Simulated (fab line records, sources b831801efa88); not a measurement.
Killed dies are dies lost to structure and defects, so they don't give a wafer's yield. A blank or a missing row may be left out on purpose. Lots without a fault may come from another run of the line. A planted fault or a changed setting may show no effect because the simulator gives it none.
Which tool did it? | flow gf180mcu | 11 lots, 32 wafers sampled, at 5 steps of a route of 602

WHAT THE GAUGES READ, wafer by wafer
GF_PASSIVATION_THK_MEAS_01. Usual: PASSIVATION_CVD_00_THK 993 nm, standard deviation 13.
lot  | measured     | on            | PASSIVATION_CVD_00_THK (nm) | flag
L514 | day 28 01:41 | film_metro-04 | 962 973 989                 |
L515 | day 28 04:47 | film_metro-04 | 997 1006 999                |
L518 | day 29 07:34 | film_metro-01 | 1002 1010 1010              |
L519 | day 29 14:46 | film_metro-02 | 969 992 1003                |
L520 | day 29 21:26 | film_metro-02 | 1005 984 995                |
L526 | day 31 15:49 | film_metro-01 | 982 836                     | OFF
L533 | day 33 19:26 | film_metro-01 | 985 986 983                 |
L534 | day 33 21:57 | film_metro-02 | 976 982 983                 |
L535 | day 34 01:26 | film_metro-02 | 990 994 987                 |
L536 | day 34 04:14 | film_metro-01 | 994 1020 1001               |
L537 | day 34 07:49 | film_metro-04 | 975 982 999                 |

WHICH TOOL RAN EACH LOT (tool, then ch and the chambers of the sampled wafers, then the start)
lot  | GF_MIM_SPUTTER_02            | GF_V5_SPUTTER_21             | GF_TOP_METAL_SPUTTER_00      | GF_PASSIVATION_CVD_00
L514 | pvd_sputter-02, day 24 10:36 | pvd_sputter-04, day 27 03:07 | pvd_sputter-03, day 27 03:49 | pecvd-04 ch 1,2, day 28 01:37
L515 | pvd_sputter-03, day 24 14:07 | pvd_sputter-02, day 27 07:04 | pvd_sputter-01, day 27 07:46 | pecvd-01 ch 0,1, day 28 04:42
L518 | pvd_sputter-03, day 25 20:05 | pvd_sputter-02, day 28 11:12 | pvd_sputter-01, day 28 11:54 | pecvd-02 ch 0,1,2, day 29 07:29
L519 | pvd_sputter-01, day 26 05:10 | pvd_sputter-04, day 28 18:24 | pvd_sputter-03, day 28 19:06 | pecvd-01 ch 0,1,2, day 29 14:40
L520 | pvd_sputter-03, day 26 09:57 | pvd_sputter-04, day 29 01:20 | pvd_sputter-01, day 29 02:14 | pecvd-01 ch 0,1,2, day 29 21:20
L526 | pvd_sputter-03, day 28 09:47 | pvd_sputter-04, day 30 20:11 | pvd_sputter-04, day 30 20:53 | pecvd-01 ch 0, day 31 15:43
L533 | pvd_sputter-01, day 30 21:35 | pvd_sputter-04, day 33 01:54 | pvd_sputter-04, day 33 02:35 | pecvd-04 ch 0,1,2, day 33 19:21
L534 | pvd_sputter-01, day 30 23:44 | pvd_sputter-02, day 33 04:17 | pvd_sputter-04, day 33 04:59 | pecvd-04 ch 0,1,2, day 33 21:53
L535 | pvd_sputter-03, day 31 03:43 | pvd_sputter-02, day 33 08:09 | pvd_sputter-01, day 33 08:51 | pecvd-04 ch 0,1,2, day 34 01:22
L536 | pvd_sputter-01, day 31 06:39 | pvd_sputter-02, day 33 11:11 | pvd_sputter-04, day 33 11:53 | pecvd-02 ch 1,2, day 34 04:09
L537 | pvd_sputter-03, day 31 10:26 | pvd_sputter-02, day 33 14:29 | pvd_sputter-04, day 33 15:20 | pecvd-04 ch 0,1,2, day 34 07:44
- GF_MIM_SPUTTER_02: material AlCu, target thk 450 nm, time 23.9 s.
- GF_V5_SPUTTER_21: material Ti, target thk 15 nm, time 80.02 s.
- GF_TOP_METAL_SPUTTER_00: material Ti, target thk 37.5 nm, time 150 s.
- GF_PASSIVATION_CVD_00: deposits SiO2 from TEOS, target thk 1000 nm, time 111.95 s.

WHAT THE TOOLS THEMSELVES READ (means of the sampled wafers that have a number; where no wafer has one, the mark that the record gives instead)
GF_MIM_SPUTTER_02. Usual: throttle_valve_pct 29.6 %, standard deviation 1.2.
lot  | tool           | throttle_valve_pct (%) | flag
L514 | pvd_sputter-02 | 29.8                   |
L515 | pvd_sputter-03 | 30.5                   |
L518 | pvd_sputter-03 | 29.3                   |
L519 | pvd_sputter-01 | 29.3                   |
L520 | pvd_sputter-03 | 30.2                   |
L526 | pvd_sputter-03 | 29.8                   |
L533 | pvd_sputter-01 | 28.4                   |
L534 | pvd_sputter-01 | 28.1                   |
L535 | pvd_sputter-03 | 30.4                   |
L536 | pvd_sputter-01 | 28.4                   |
L537 | pvd_sputter-03 | 30.3                   |

GF_V5_SPUTTER_21. Usual: throttle_valve_pct 30.2 %, standard deviation 0.8.
lot  | tool           | throttle_valve_pct (%) | flag
L514 | pvd_sputter-04 | 30.2                   |
L515 | pvd_sputter-02 | 30.7                   |
L518 | pvd_sputter-02 | 31.0                   |
L519 | pvd_sputter-04 | 30.5                   |
L520 | pvd_sputter-04 | 30.5                   |
L526 | pvd_sputter-04 | 30.6                   |
L533 | pvd_sputter-04 | 30.5                   |
L534 | pvd_sputter-02 | 29.8                   |
L535 | pvd_sputter-02 | 30.2                   |
L536 | pvd_sputter-02 | 29.8                   |
L537 | pvd_sputter-02 | 29.7                   |

GF_TOP_METAL_SPUTTER_00. Usual: throttle_valve_pct 29.6 %, standard deviation 1.1.
lot  | tool           | throttle_valve_pct (%) | flag
L514 | pvd_sputter-03 | 30.3                   |
L515 | pvd_sputter-01 | 29.3                   |
L518 | pvd_sputter-01 | 29.4                   |
L519 | pvd_sputter-03 | 29.8                   |
L520 | pvd_sputter-01 | 28.8                   |
L526 | pvd_sputter-04 | 30.1                   |
L533 | pvd_sputter-04 | 30.0                   |
L534 | pvd_sputter-04 | 30.2                   |
L535 | pvd_sputter-01 | 29.2                   |
L536 | pvd_sputter-04 | 30.4                   |
L537 | pvd_sputter-04 | 30.1                   |

GF_PASSIVATION_CVD_00. Usual: heater_power_w 592 W, standard deviation 83; run_length_s 139.6 s, standard deviation 0.58.
lot  | tool     | heater_power_w (W) | run_length_s (s) | flag
L514 | pecvd-04 | 630                | 139.2            |
L515 | pecvd-01 | 638                | 139.5            |
L518 | pecvd-02 | 564                | 140.1            |
L519 | pecvd-01 | 605                | 139.5            |
L520 | pecvd-01 | 608                | 139.3            |
L526 | pecvd-01 | 708                | 130.6            | OFF
L533 | pecvd-04 | 598                | 139.4            |
L534 | pecvd-04 | 619                | 139.3            |
L535 | pecvd-04 | 599                | 139.4            |
L536 | pecvd-02 | 620                | 140.3            |
L537 | pecvd-04 | 657                | 139.5            |

THE ANSWER, worked out from the rows above alone
Rule: a lot is off if the mean of its wafers that have a number lies more than 3 standard deviations from the usual mean. A lot without any number at a reading at which 4 lots or more have one is off too. The other lots that the step has rows for count as sound. The gauges are gone through in route order, then the tools' own readings, and for those a lot's mean is taken as printed above. The first step at which some lot is off is used, and at that step the reading that is off furthest; a lot without a number counts as furthest.
Off: L526, at GF_PASSIVATION_THK_MEAS_01 (PASSIVATION_CVD_00_THK).
A tool fits if, at a process step before that reading, it ran every lot that is off, and no sound lot after the first of them. The gauges at GF_PASSIVATION_THK_MEAS_01 aren't tried: what is off there is off at GF_PASSIVATION_CVD_00 too, on other tools, and a gauge's error can't cause that. One fits: pecvd-01 at GF_PASSIVATION_CVD_00. Its last sound lot is L520 (day 29 21:20), its first lot that is off L526 (day 31 15:43): a fault that began between those two fits.
The tool's own readings at GF_PASSIVATION_CVD_00 bear it out: on the lots that are off they differ by more than 5 times the standard deviation of the sound lots' means. run_length_s reads 130.6 s there against 139.6 s on the sound lots.

WHAT THE SIMULATOR HAD PUT IN
Process parameter drift: pecvd-01, from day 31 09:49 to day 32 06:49, at GF_PASSIVATION_CVD_00. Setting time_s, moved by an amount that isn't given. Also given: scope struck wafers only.
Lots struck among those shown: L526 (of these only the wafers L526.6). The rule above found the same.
